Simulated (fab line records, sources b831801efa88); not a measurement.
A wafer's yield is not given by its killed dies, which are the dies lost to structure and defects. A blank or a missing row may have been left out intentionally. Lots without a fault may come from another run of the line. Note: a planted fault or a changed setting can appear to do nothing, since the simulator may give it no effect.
Matching of chambers / flow sky130 / 4 sister chambers for SKY_VIA2_CMP_24 on cmp-02
The step polishes, stops on SiO2, t overpolish 20 s, target thk 0 nm. 8 wafers are shown with their chamber, then 9 later ones without.

## EACH WAFER AND ITS CHAMBER
wafer=L275.1; chamber=0; motor current A (A)=9.9; overpolish run s (s)=19.996
wafer=L278.3; chamber=0; motor current A (A)=10.2; overpolish run s (s)=19.994
wafer=L278.4; chamber=1; motor current A (A)=11.8; overpolish run s (s)=19.997
wafer=L280.2; chamber=3; motor current A (A)=11.1; overpolish run s (s)=20.029
wafer=L280.6; chamber=3; motor current A (A)=11.3; overpolish run s (s)=20.001
wafer=L284.1; chamber=1; motor current A (A)=11.3; overpolish run s (s)=19.987
wafer=L284.2; chamber=2; motor current A (A)=11.9; overpolish run s (s)=20.012
wafer=L284.5; chamber=2; motor current A (A)=12.1; overpolish run s (s)=20.000

## WAFERS WHOSE CHAMBER IS MISSING
wafer=L288.1; motor current A (A)=12.1; overpolish run s (s)=20.010
wafer=L288.4; motor current A (A)=11.7; overpolish run s (s)=20.016
wafer=L288.6; motor current A (A)=11.7; overpolish run s (s)=20.018
wafer=L289.1; motor current A (A)=11.2; overpolish run s (s)=19.995
wafer=L289.3; motor current A (A)=12.2; overpolish run s (s)=20.006
wafer=L289.6; motor current A (A)=11.7; overpolish run s (s)=20.003
wafer=L291.1; motor current A (A)=9.5; overpolish run s (s)=20.008
wafer=L291.2; motor current A (A)=12.2; overpolish run s (s)=20.006
wafer=L291.6; motor current A (A)=9.7; overpolish run s (s)=20.002

## THE CHAMBER EACH PASSED THROUGH
wafer=L288.1; from the rows above=2; in truth=2
wafer=L288.4; from the rows above=can't be placed: 2 or 3 or 1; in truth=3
wafer=L288.6; from the rows above=can't be placed: 2 or 3 or 1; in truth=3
wafer=L289.1; from the rows above=can't be placed: 1 or 3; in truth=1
wafer=L289.3; from the rows above=2; in truth=2
wafer=L289.6; from the rows above=can't be placed: 1 or 2 or 3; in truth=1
wafer=L291.1; from the rows above=0; in truth=0
wafer=L291.2; from the rows above=2; in truth=2
wafer=L291.6; from the rows above=0; in truth=0
Placed correctly: 5 of 9. Unplaceable from these rows: 4, with the true chamber sitting among the candidates in 4. Number placed wrongly: 0.
How it was worked out, from the rows above alone: a wafer's distance from a chamber is the root of the sum, over the readings, of the square of ((its reading less the chamber's mean) divided by the reading's scatter). The wafer belongs to the nearest chamber; if the next one is less than 2 further off, it can't be placed. Each chamber's mean is taken over the wafers shown for it. The scatter: take each reading less its chamber's mean, square it, sum over the shown wafers, divide by the number of wafers less the number of chambers, and take the root.
